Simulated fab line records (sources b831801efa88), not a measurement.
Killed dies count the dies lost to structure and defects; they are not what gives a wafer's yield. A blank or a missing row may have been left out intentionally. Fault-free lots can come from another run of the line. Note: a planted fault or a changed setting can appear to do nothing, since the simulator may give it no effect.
8D (eight disciplines) problem report, filled in by code + flow sfq_line + the parts of the form that need people (team, actions taken, sign-off) are left out

== 1. THE ISSUE ==
Wafers without a fault read 2999.7 rpm, standard deviation 2.1; spin_speed_rpm at SFQ_TRILAYER_I7_VIA_LITHO_COAT_187 reads a mean of 3595.2 rpm on 6 wafers belonging to 2 lots. That is +99 or more standard deviations from the usual mean.
The step: resist thk 650 nm.
The first sign was on wafer L573.1 at day 86 11:28, on litho_track-01. The record holds 42 wafers of 14 lots with a number at this step. By rule, "out" or "out of limits" means more than 4 standard deviations away from the usual mean. Any other wafer with a number is counted as sound.

== 2. WHAT IT IS; WHAT IT IS NOT ==
| question                    | is                     | is not                                                                          |
|-----------------------------|------------------------|---------------------------------------------------------------------------------|
| which readings at this step | spin_speed_rpm         | -                                                                               |
| which lots                  | L573, L574             | L555, L556, L559, L560, L561, L562, L563, L564, L569, L575, L576, L578          |
| which wafers of those lots  | all that have a number | -                                                                               |
| read on which tools         | litho_track-01         | litho_track-02, litho_track-03                                                  |
| when                        | from day 86 11:28      | up to then (27 sound wafers); but 9 sound wafers of L575, L576, L578 came after |

== 3. WHAT RULES OUT EACH SUSPECT ==
Counting: a tool stays on the suspect list if, at a process step up to the reading, it processed all lots that are out and no sound lot following the first of them.
- litho_track-01 at SFQ_TRILAYER_I7_VIA_LITHO_COAT_187 (resist thk 650 nm): kept. It ran every lot that is out, first L573 (day 86 11:28), and no sound lot after that; its last sound lot up to then is L564 (day 79 21:40). Its own readings are out on those wafers: spin_speed_rpm.
After counting, what remains is litho_track-01 at SFQ_TRILAYER_I7_VIA_LITHO_COAT_187.

== 4. THE CAUSE (what the simulator had put in) ==
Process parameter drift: litho_track-01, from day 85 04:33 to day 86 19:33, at SFQ_TRILAYER_I7_VIA_LITHO_COAT_187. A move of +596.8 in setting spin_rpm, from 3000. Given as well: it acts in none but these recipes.
This tool alone remained once counting was done.

== 5. THE EFFECT CHAIN, in route order ==
One row per reading whose mean, taken over the struck wafers that have a number, lies over 3 standard deviations from the usual. Only readings whose record carries a usual standard deviation are examined. hours: median over the lots of the time between each lot's start at the first step of this table that gives one and its start at this step. sigmas: the change, counted in usual standard deviations.
| hours | step                               | reading        | usual      | on struck wafers | change | sigmas      |
|-------|------------------------------------|----------------|------------|------------------|--------|-------------|
| 0     | SFQ_TRILAYER_I7_VIA_LITHO_COAT_187 | spin_speed_rpm | 2999.7 rpm | 3595.2           | +595.5 | +99 or more |
The process steps in it:
- SFQ_TRILAYER_I7_VIA_LITHO_COAT_187: resist thk 650 nm.

== 6. WHAT WOULD HAVE CAUGHT IT SOONER ==
The fault began at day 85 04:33; the first out-of-limits reading in this record came at day 86 11:28, 31 hours later.
